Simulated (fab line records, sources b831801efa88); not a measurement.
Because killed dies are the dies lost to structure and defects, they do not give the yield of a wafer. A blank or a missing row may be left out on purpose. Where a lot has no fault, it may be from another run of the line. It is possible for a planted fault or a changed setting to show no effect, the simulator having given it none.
Chamber matching ; flow gf180mcu ; GF_V5_CVD_02 on pecvd-01: 3 sister chambers
The step deposits SiO2 from TEOS, target thk 1450 nm, time 163.28 s. 16 wafers are shown with their chamber, then 8 later ones without.

## WAFERS, EACH WITH ITS CHAMBER
wafer;chamber;heater-power-w (W)
L080.1;1;639
L080.2;0;796
L080.6;0;626
L083.2;1;676
L083.3;1;740
L083.4;2;665
L084.2;0;788
L084.5;0;639
L084.6;2;503
L086.1;1;652
L086.3;2;617
L086.4;1;725
L090.1;1;693
L090.3;2;585
L090.5;1;583
L092.1;0;778

SIGNATURES (means of the wafers above)
reading;chamber 0;chamber 1;chamber 2;scatter within a chamber
heater-power-w;725.40;672.57;592.50;68.1
Rule: a wafer lies at a distance from a chamber equal to the root of the sum of squares, over the readings, of (its reading less the chamber's mean, divided by the reading's scatter). If the next closest chamber is less than 2 further off than the closest, the wafer can't be placed; otherwise it belongs to the closest. The scatter: the root of (the sum of the squares of (reading less its chamber's mean) over the shown wafers, divided by (wafers less chambers)).

## WAFERS MISSING THEIR CHAMBER
wafer;heater-power-w (W)
L092.3;616
L092.4;625
L096.2;666
L096.3;793
L096.4;637
L097.1;603
L097.4;644
L097.6;586

## WHICH CHAMBER EACH WENT THROUGH
wafer;from the rows above;in truth
L092.3;can't be placed: 2 or 1 or 0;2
L092.4;can't be placed: 2 or 1 or 0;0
L096.2;can't be placed: 1 or 0 or 2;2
L096.3;can't be placed: 0 or 1 or 2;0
L096.4;can't be placed: 1 or 2 or 0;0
L097.1;can't be placed: 2 or 1 or 0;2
L097.4;can't be placed: 1 or 2 or 0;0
L097.6;can't be placed: 2 or 1 or 0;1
Placed correctly: 0 of 8. From these rows, 8 cannot be placed; in 8 the true chamber is one of the candidates. Number placed wrongly: 0.
